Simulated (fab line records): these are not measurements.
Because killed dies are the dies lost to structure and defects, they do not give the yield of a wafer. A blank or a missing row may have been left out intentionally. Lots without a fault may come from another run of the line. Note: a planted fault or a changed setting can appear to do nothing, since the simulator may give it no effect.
2 desks looking at one fault ; flow gf180mcu ; only its own numbers are on each desk; what lay behind them is given at the end

## METROLOGY DESK
What the gauges read, lot by lot, whatever tool the lot ran on: means of the sampled wafers that have a number. The brackets show how far a lot's mean lies from the usual mean; more than 4 standard deviations puts the lot out of limits, marked OUT.
Columns: A = V2_CVD_00_THK at GF_V2_THK_MEAS_01, usual 601 nm; B = V2_BOW at GF_V2_BOW_MEAS_05, usual 100 um; C = V2_W_RS at GF_V2_RS_MEAS_24, usual 0.329 ohm/sq; D = V2_W_THK at GF_V2_THK_MEAS_25, usual 350 nm
lot;first seen here;A;B;C;D
L298;day 18 20:59;605;106;0.328;349
L299;day 19 15:44;607;101;0.332;350
L300;day 19 20:18;600;98;0.333;348
L301;day 20 14:20;602;103;0.334;342
L303;day 21 12:23;604;101;0.331;351
L302;day 21 13:29;597;91;0.326;349
L305;day 22 05:41;589;93;0.327;351
L304;day 22 21:57;594;98;0.329;350
L306;day 23 02:19;595;85;0.331;349
L307;day 23 11:44;597;99;0.326;353
L312;day 25 01:27;600;94;0.317;366
L317;day 26 00:46;604;110;0.329;354
L319;day 26 16:32;599;105;0.331;349
This desk found nothing out of limits on any of the 13 lots.

## THE TOOL OWNER'S DESK: cvd w-01
The tool's own readings at GF_V2_CVD_23 (deposits W, target thk 350 nm, time 104.94 s): means of the sampled wafers that have a number, for each lot that ran on this tool. The brackets show how far a lot's mean lies from the usual mean; more than 4 standard deviations puts the lot out of limits, marked OUT.
Columns: A = heater power w at GF_V2_CVD_23, usual 889 W
lot;first seen here;A
L299;day 20 17:50;886
L301;day 21 15:49;855
L303;day 22 13:16;857
L306;day 24 02:54;913
L307;day 24 11:43;876
L312;day 26 00:37;892
This desk found nothing out of limits on any of the 6 lots.

## PUT TOGETHER
The metrology desk saw nothing out of limits.
Nothing out of limits was seen by the tool owner's desk.

## WHAT WAS PUT IN BY THE SIMULATOR
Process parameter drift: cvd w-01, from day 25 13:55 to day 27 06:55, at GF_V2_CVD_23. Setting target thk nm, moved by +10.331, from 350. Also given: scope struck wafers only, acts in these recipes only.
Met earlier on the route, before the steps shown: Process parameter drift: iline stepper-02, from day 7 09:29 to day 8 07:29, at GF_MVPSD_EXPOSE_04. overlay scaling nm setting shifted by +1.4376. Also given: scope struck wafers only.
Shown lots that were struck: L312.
